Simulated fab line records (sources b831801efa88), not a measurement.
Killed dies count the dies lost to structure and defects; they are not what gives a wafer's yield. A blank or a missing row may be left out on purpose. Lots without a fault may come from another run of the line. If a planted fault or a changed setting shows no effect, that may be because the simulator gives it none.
Comparing a struck lot with a sound one | flow sky130 | 16 steps out of a route of 708
Sound: the wafers L767.1, L767.2, L767.5. The struck wafers were L753.2, L753.3, L753.5. The cause comes at the end.
Order at every step that has rows: each side's tool, ch and its chambers, its first start. Under that, the readings that differ: sound wafers | struck wafers | difference of the means | sigmas: that difference in standard deviations of wafers without a fault.
alike: a reading whose means differ by less than 2 such deviations, as well as words and numbers matching on both sides. not compared: withheld readings; readings where some wafer has no value; bounds like >300 that might hide an equal value; numbers whose values overlap and for which the record gives no deviation.
A row with sigmas, a row that says differs or no value, or rows on one side alone: a step with any of these is where the two part. When numbers do not overlap yet have no deviation, they are printed without sigmas and do not part them. A reading missing from all wafers of one side parts the sides only when that side holds two or more wafers.

first, 2 steps without rows for these wafers: SKY_VIA2_CLEAN_18 (cleans in IPA, time 180 s); SKY_VIA2_CLEAN_19 (cleans in O3/DIW).
SKY_VIA2_SPUTTER_20: material TiN, target thk 20 nm, time 80 s.
  struck on pvdSputter-04, day 39 03:41; sound on pvdSputter-03, day 42 18:07
  alike: throttleValvePct
SKY_VIA2_CVD_21: deposits W, target thk 420 nm, time 126.4 s.
  sound on cvdW-01 ch 0,1, day 42 18:11; struck on cvdW-02 ch 0, day 39 03:45
  alike: heaterPowerW
SKY_VIA2_RS_MEAS_22: the measuring method here is four-point-probe.
  struck on filmMetro-04, day 39 03:54; sound on filmMetro-04, day 42 18:19
  alike: VIA2_W_RS
SKY_VIA2_THK_MEAS_23: measures by xrf.
  struck on filmMetro-04, day 39 04:01; sound on filmMetro-04, day 42 18:26
  alike: VIA2_W_THK
SKY_VIA2_CMP_24: polishes, stops on SiO2, t overpolish 20 s, target thk 0 nm.
  sound on cmp-02 ch 0,3, day 42 18:29; struck on cmp-02 ch 1,2,3, day 39 04:04
  alike: motorCurrentA, overpolishRunS, platenRpm, slurryFlowMlMin, timeToEndpointS
then, 3 steps without rows for these wafers: SKY_METAL3_SPUTTER_00 (material Ti, target thk 15 nm, time 10 s); SKY_METAL3_SPUTTER_01 (material TiN, target thk 20 nm, time 16.7 s); SKY_METAL3_SPUTTER_02 (material AlCu, target thk 735 nm, time 39.1 s).
SKY_METAL3_SPUTTER_03: material Ti, target thk 5 nm, time 3.3 s.
  struck on pvdSputter-03, day 39 04:27; sound on pvdSputter-02, day 42 18:53
  alike: throttleValvePct
then, 1 step without rows for these wafers: SKY_METAL3_SPUTTER_04 (material TiN, target thk 70 nm, time 58.3 s).
SKY_CAPM_CVD_00: deposits SiO2, target thk 15.5 nm.
  sound on pecvd-03 ch 1,2, day 42 18:56; struck on pecvd-03 ch 0,1,2, day 39 04:00
  alike: heaterPowerW
SKY_CAPM_THK_MEAS_01:
  struck on filmMetro-04, day 39 04:44; sound on filmMetro-02, day 42 18:58
reading              | sound             | struck            | difference | sigmas
CAPM_CVD_00_THK (nm) | 15.41 15.29 15.56 | 30.08 30.55 31.20 | +15.19     | +80
SKY_CAPM_SPUTTER_02: material TiN, target thk 200 nm, time 166.7 s.
  struck on pvdSputter-04, day 39 04:47; sound on pvdSputter-03, day 42 19:01
  alike: throttleValvePct
-- the record jumps here: 9 days lie between the struck wafers' starts before and after (it left off in module CAPM and takes up again in module PAD_OPEN, whose first step shown is number 708 of the route) --
SKY_PAD_OPEN_PROBE_99:
  struck on prober-01, day 48 00:19; sound on prober-01, day 50 19:11
reading                               | sound             | struck            | difference | sigmas
model.etest.tester.sortNPass          | 400 419 415       | 0 0 0             | -411       | 
model.etest.tester.sortYieldPct (%)   | 81.3 85.16 84.35  | 0 0 0             | -84        | 
model.etest.tester.sort_bin_3_pct (%) | 0.4065 1.423 1.22 | 85.98 83.33 83.13 | +83.13     | 
model.etest.liconNdiff.short          | 0 0 0             | 1 1 1             | +1         | 
model.etest.resDeepNwell.short        | 0 0 0             | 1 1 1             | +1         | 
model.etest.capPolyToWell.short       | 0 0 0             | 1 1 1             | +1         | 
model.etest.fieldN.short              | 0 0 0             | 1 1 1             | +1         | 
model.etest.liconPdiff.short          | 0 0 0             | 1 1 1             | +1         | 
  alike: defectLimitedYield, killed_at_M0_to_M3, killed_at_M4_up, killedAtContacts, killedAtFrontEnd, killedAtOther, killedDies, killedOpen, killedShort

WHERE THEY PART
At SKY_CAPM_THK_MEAS_01 and nowhere else, as far as this record goes. Later steps at which nothing parts them and some readings are alike: SKY_CAPM_SPUTTER_02, SKY_PAD_OPEN_PROBE_99.

WHY: whatever the simulator had introduced
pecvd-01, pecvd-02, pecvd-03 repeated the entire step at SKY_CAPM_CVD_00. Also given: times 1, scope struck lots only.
